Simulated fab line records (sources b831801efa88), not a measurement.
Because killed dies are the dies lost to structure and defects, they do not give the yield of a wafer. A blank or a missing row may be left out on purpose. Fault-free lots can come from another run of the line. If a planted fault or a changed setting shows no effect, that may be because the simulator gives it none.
One fault through the eyes of 2 desks -- flow gf180mcu -- only its own numbers are on each desk; what lay behind them is given at the end

THE TOOL OWNER'S DESK: cmp-02
The tool's own readings at GF_V3_CMP_04 (polishes SiO2): means of the sampled wafers that have a number, for each lot that ran on this tool. The brackets show how far a lot's mean lies from the usual mean; more than 4 standard deviations puts the lot out of limits, marked OUT.
Columns: A = motor_current_A at GF_V3_CMP_04, usual 12.5 A; B = time_to_endpoint_s at GF_V3_CMP_04, usual 84 s
lot,first seen here,A,B
L660,day 21 18:30,12.6,84
L662,day 22 09:49,13.1,93
L664,day 23 01:49,14.3,84
L671,day 25 09:07,12.8,96
L673,day 26 03:05,12.4,100
Result from this desk: across the 5 lots, nothing is out of limits.

METROLOGY DESK
What the gauges read, lot by lot, whatever tool the lot ran on: means of the sampled wafers that have a number. The brackets show how far a lot's mean lies from the usual mean; more than 4 standard deviations puts the lot out of limits, marked OUT.
Columns: A = V3_CVD_00_THK at GF_V3_THK_MEAS_01, usual 595 nm; B = V3_BOW at GF_V3_BOW_MEAS_05, usual 117 um; C = cd_nm at GF_V3_CD_MEAS_14, usual 260.3 nm; D = V3_OVL at GF_V3_OVL_MEAS_15, usual 1 nm
lot,first seen here,A,B,C,D
L660,day 21 18:10,589,124,259.8,7
L661,day 21 19:31,589,114,260.1,9
L662,day 22 09:40,596,118,260.9,-1
L663,day 22 20:32,591,112,257.3,-6
L664,day 23 01:35,600,128,261.9,-1
L665,day 23 02:45,595,117,262.3,4
L667,day 23 23:23,600,111,261.5,-4
L669,day 24 14:27,593,109,261.6,9
L671,day 25 08:55,594,120,260.4,-0
L673,day 26 02:51,597,118,262.1,-7
L681,day 28 11:47,586,123,257.2,4
L683,day 28 19:33,596,125,259.0,0
Result from this desk: across the 12 lots, nothing is out of limits.

PUT TOGETHER
The tool owner's desk saw nothing out of limits.
The metrology desk saw nothing out of limits.

WHAT THE SIMULATOR PUT IN
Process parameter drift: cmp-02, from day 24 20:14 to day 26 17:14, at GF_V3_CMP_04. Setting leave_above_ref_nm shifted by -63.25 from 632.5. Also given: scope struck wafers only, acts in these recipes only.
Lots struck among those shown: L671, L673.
